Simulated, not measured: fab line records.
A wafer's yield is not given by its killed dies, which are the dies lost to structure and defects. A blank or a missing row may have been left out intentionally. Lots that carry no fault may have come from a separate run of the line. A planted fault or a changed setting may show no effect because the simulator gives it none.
A struck lot beside a sound one | flow sfq_line | 41 steps out of a route of 325
Sound: these wafers, L235.2, L235.4, L235.6. Struck: wafers L227.2, L227.4. The cause is given at the end.
At each step with rows: each side's tool, then ch and its chambers, then its first start. Under that, the readings that differ: sound wafers | struck wafers | difference of the means | sigmas: that difference in standard deviations of wafers without a fault.
alike: words and numbers the same on both sides, and readings whose means are apart by under 2 such deviations; not compared: readings that were withheld, readings missing a value for some wafer, numbers with overlapping values and no deviation given by the record, and bounds like >300 which may hide the same value.
A row with sigmas, a row that says differs or no value, or rows on one side alone: a step with any of these is where the two part. When numbers do not overlap yet have no deviation, they are printed without sigmas and do not part them. A reading that every wafer of one side lacks parts them only if that side has two wafers or more.

first, 1 step without rows for these wafers: SFQ_TRILAYER_M3_DEP_PRE_CLEAN_074 (time 22.5 s).
SFQ_TRILAYER_M3_DEP_SPUTTER_073: material Nb, target thk 200 nm, time 133.3 s.
  sound: pvd_sputter-04 at day 46 08:46; struck: pvd_sputter-06 at day 41 12:22
  alike: throttle_valve_pct
SFQ_M3_RS_MEAS_919: measures by four-point-probe.
  sound: film_metro-02 at day 46 08:53; struck: film_metro-02 at day 41 12:29
  alike: M3_NB_RS
then, 6 steps without rows for these wafers: SFQ_TRILAYER_M3_LITHO_COAT_080 (resist thk 62 nm); SFQ_TRILAYER_M3_LITHO_COAT_075 (resist thk 600 nm); SFQ_TRILAYER_M3_LITHO_SOFTBAKE_079; SFQ_TRILAYER_M3_LITHO_EXPOSE_076 (exposes mask M3, target cd 500 nm); SFQ_TRILAYER_M3_LITHO_PEB_078 (peb time 60 s); SFQ_TRILAYER_M3_LITHO_DEVELOP_077 (time 60 s).
SFQ_M3_OVL_MEAS_921:
  sound: overlay-02 at day 52 03:05; struck: overlay-01 at day 41 15:01
  alike: M3_OVL
SFQ_TRILAYER_M3_BARC_OPEN_METAL_ETCH_100: etches BARC in O2, target depth 125 nm, time 41.7 s.
  sound on rie_metal-03 ch 0,1, day 52 03:07; struck on rie_metal-02 ch 0,1, day 41 15:03
  alike: drypump_motor_current_A, he_backside_leak_sccm, oes_product_au, run_length_s
  not compared: rf_hours_counter_h
SFQ_TRILAYER_M3_ETCH_METAL_ETCH_078: etches Nb in Cl2/Ar, stops on SiO2, target depth 240 nm, time 120 s.
  sound on rie_metal-03 ch 0,1, day 52 03:10; struck on rie_metal-02 ch 0,1, day 41 15:07
  reading                                             | sound             | struck      | difference | sigmas
  oes_product_au (a.u.)                               | 0.891 0.885 0.903 | 1.001 1.009 | +0.112     | +14
  run_length_s (s)                                    | 148.0 148.8 147.9 | 120.3 119.4 | -28.4      | -68
  model.KrF_of_TRILAYER_M3_LITHO_COAT_075.thk_nm (nm) | 385.5 376.4 384.1 | 415.5 417   | +34.2      |
  model.M3.feature_depth_nm (nm)                      | 200.9 201.4 204.1 | 182.8 183   | -19.2      |
  model.etch.depth_nm (nm)                            | 200.9 201.4 204.1 | 182.8 183   | -19.2      |
  alike: drypump_motor_current_A, he_backside_leak_sccm
  not compared: rf_hours_counter_h
SFQ_TRILAYER_M3_STRIP_STRIP_079: strips in O2.
  sound on rie_metal-03 ch 0,1, day 52 03:18; struck on rie_metal-02 ch 0,1, day 41 15:14
  alike: drypump_motor_current_A, he_backside_leak_sccm, oes_product_au
  not compared: rf_hours_counter_h
then, 1 step without rows for these wafers: SFQ_TRILAYER_M3_STRIP_SOLV_CLEAN_080 (cleans in NMP, time 600 s).
SFQ_TRILAYER_I3_DEP_PECVD_081: deposits SiO2 from SiH4/N2O, time 111.11 s, target thk 500 nm.
  sound on pecvd-02 ch 1,2, day 52 04:04; struck on pecvd-04 ch 1, day 41 16:01
  reading                  | sound    | struck | difference | sigmas
  heater_power_outer_w (W) | 22 16 23 | 43 47  | +25        | +2
  alike: heater_power_w, susceptor_temp_C, throttle_valve_pct
then, 1 step without rows for these wafers: SFQ_TRILAYER_I3_CMP_CMP_082 (polishes SiO2).
SFQ_I3_BOW_MEAS_922:
  sound: film_metro-04 at day 52 07:10; struck: film_metro-01 at day 42 04:35
  alike: I3_BOW
then, 7 steps without rows for these wafers: SFQ_TRILAYER_I3_METRO_MEASURE_083; SFQ_TRILAYER_I3_VIA_LITHO_COAT_090 (resist thk 62 nm); SFQ_TRILAYER_I3_VIA_LITHO_COAT_085 (resist thk 650 nm); SFQ_TRILAYER_I3_VIA_LITHO_SOFTBAKE_089; SFQ_TRILAYER_I3_VIA_LITHO_EXPOSE_086 (exposes mask I3, target cd 500 nm); SFQ_TRILAYER_I3_VIA_LITHO_PEB_088 (peb time 60 s); SFQ_TRILAYER_I3_VIA_LITHO_DEVELOP_087 (time 60 s).
-- the record jumps here: 6 days lie between the struck wafers' starts before and after --
SFQ_I3_OVL_MEAS_923:
  sound: overlay-02 at day 53 06:35; struck: overlay-02 at day 48 04:14
  alike: I3_OVL
then, 1 step without rows for these wafers: SFQ_TRILAYER_I3_VIA_BARC_OPEN_VIA_ETCH_121 (etches BARC in O2, target depth 125 nm, time 41.7 s).
SFQ_TRILAYER_I3_VIA_ETCH_VIA_ETCH_088: etches SiO2 in CHF3, stops on Nb, target depth 260 nm.
  sound on rie_diel-04 ch 0,1, day 53 06:39; struck on rie_diel-03 ch 1,2, day 48 04:19
  alike: drypump_motor_current_A, oes_product_au
then, 4 steps without rows for these wafers: SFQ_TRILAYER_I3_VIA_STRIP_STRIP_089 (strips in O2); SFQ_TRILAYER_I3_VIA_STRIP_SOLV_CLEAN_090 (cleans in NMP, time 600 s); SFQ_TRILAYER_M4_DEP_PRE_CLEAN_092 (time 22.5 s); SFQ_TRILAYER_M4_DEP_SPUTTER_091 (material Nb, target thk 200 nm, time 133.3 s).
SFQ_M4_RS_MEAS_924: measures by four-point-probe.
  sound: film_metro-03 at day 53 07:41; struck: film_metro-01 at day 48 05:20
  alike: M4_NB_RS
then, 6 steps without rows for these wafers: SFQ_TRILAYER_M4_LITHO_COAT_098 (resist thk 62 nm); SFQ_TRILAYER_M4_LITHO_COAT_093 (resist thk 600 nm); SFQ_TRILAYER_M4_LITHO_SOFTBAKE_097; SFQ_TRILAYER_M4_LITHO_EXPOSE_094 (exposes mask M4, target cd 500 nm); SFQ_TRILAYER_M4_LITHO_PEB_096 (peb time 60 s); SFQ_TRILAYER_M4_LITHO_DEVELOP_095 (time 60 s).
-- the record jumps here: 5 days lie between the struck wafers' starts before and after --
SFQ_M4_OVL_MEAS_926:
  sound: overlay-01 at day 57 13:42; struck: overlay-01 at day 53 17:18
  alike: M4_OVL
then, 1 step without rows for these wafers: SFQ_TRILAYER_M4_BARC_OPEN_METAL_ETCH_123 (etches BARC in O2, target depth 125 nm, time 41.7 s).
-- the record jumps here: 27 days lie between the struck wafers' starts before and after --
SFQ_M8_BOW_MEAS_951:
  sound: film_metro-01 at day 83 09:11; struck: film_metro-04 at day 80 05:47
  reading                       | sound    | struck | difference | sigmas
  model.etest.m3.comb_log10_ohm | 12 12 12 | 0 0    | -12        |
  alike: M8_BOW

== WHERE THEY PART ==
Earliest at SFQ_TRILAYER_M3_ETCH_METAL_ETCH_078; latest, in this record, at SFQ_TRILAYER_I3_DEP_PECVD_081. Later steps at which nothing parts them and some readings are alike: SFQ_I3_BOW_MEAS_922, SFQ_I3_OVL_MEAS_923, SFQ_TRILAYER_I3_VIA_ETCH_VIA_ETCH_088, SFQ_M4_RS_MEAS_924, SFQ_M4_OVL_MEAS_926, SFQ_M8_BOW_MEAS_951.

WHY: whatever the simulator had introduced
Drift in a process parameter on rie_metal-02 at SFQ_TRILAYER_M3_ETCH_METAL_ETCH_078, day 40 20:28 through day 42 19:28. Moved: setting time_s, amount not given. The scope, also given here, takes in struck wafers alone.
